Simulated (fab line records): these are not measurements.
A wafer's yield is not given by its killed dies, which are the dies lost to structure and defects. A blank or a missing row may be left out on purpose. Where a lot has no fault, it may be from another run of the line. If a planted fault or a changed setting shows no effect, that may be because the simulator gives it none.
The same fault as seen by 2 desks | flow sky130 | each desk has only its own numbers; what lay behind them comes last

THE METROLOGY DESK
What the gauges read for every lot (on any tool): the sampled wafers with a number, averaged. The brackets show how far a lot's mean lies from the usual mean; more than 4 standard deviations puts the lot out of limits, marked OUT.
Columns: A = LDD_P_TW at SKY_LDD_P_TW_MEAS_11, usual 638; B = LDD_HVP_OVL at SKY_LDD_HVP_OVL_MEAS_07, usual 0.4 nm
lot  | first seen here | A   | B
L627 | day 19 23:58    | 637 | 1.8
L628 | day 20 05:37    | 637 | 1.2
L629 | day 20 20:22    | 639 | 1.5
L631 | day 21 04:55    | 640 | -1.3
L632 | day 21 07:43    | 641 | 1.8
L634 | day 22 01:27    | 641 | 1.0
L636 | day 22 22:41    | 642 | 1.3
L637 | day 23 02:56    | 642 | 1.2
L644 | day 25 07:16    | 639 | 0.8
L645 | day 25 15:58    | 639 | -0.5
L646 | day 26 02:18    | 635 | 0.3
L647 | day 26 08:11    | 638 | -1.8
L648 | day 26 23:45    | 637 | 0.1
This desk found nothing out of limits on any of the 13 lots.

DESK OF THE TOOL OWNER: litho track-04
The tool's own readings at SKY_LDD_P_DEVELOP_06 (develop time 60 s): means of the sampled wafers that have a number, for each lot that ran on this tool. The brackets show how far a lot's mean lies from the usual mean; more than 4 standard deviations puts the lot out of limits, marked OUT.
Columns: A = developer temp C at SKY_LDD_P_DEVELOP_06, usual 23.01 C; B = exhaust pa at SKY_LDD_P_DEVELOP_06, usual 45.0 Pa
lot  | first seen here | A               | B
L628 | day 20 05:05    | 23.07           | 44.5
L631 | day 21 04:23    | 22.91           | 45.7
L632 | day 21 07:09    | 23.03           | 44.8
L637 | day 23 02:24    | 22.90           | 44.6
L644 | day 25 06:42    | 25.27 (+24) OUT | 45.2
L645 | day 25 15:24    | 25.47 (+26) OUT | 45.3
This desk's verdict: out of limits on L644, L645, starting with L644 at day 25 06:42 (developer temp C at SKY_LDD_P_DEVELOP_06). In limits: L628, L631, L632, L637.

ALL TOGETHER
The tool owner's desk could have raised an alarm at day 25 06:42, on L644, L645.
Metrology desk: nothing out of limits seen.
The metrology desk holds a record of L644, L645, inside its limits.
SKY_LDD_P_DEVELOP_06 was run on litho track-04 by each of the lots named.

WHAT WAS PUT IN BY THE SIMULATOR
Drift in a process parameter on litho track-04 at SKY_LDD_P_DEVELOP_06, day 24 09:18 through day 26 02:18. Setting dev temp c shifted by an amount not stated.
Struck lots among those shown: L644, L645.
Each desk's first reading out of limits, in hours after the fault started: the tool owner's desk, 21.
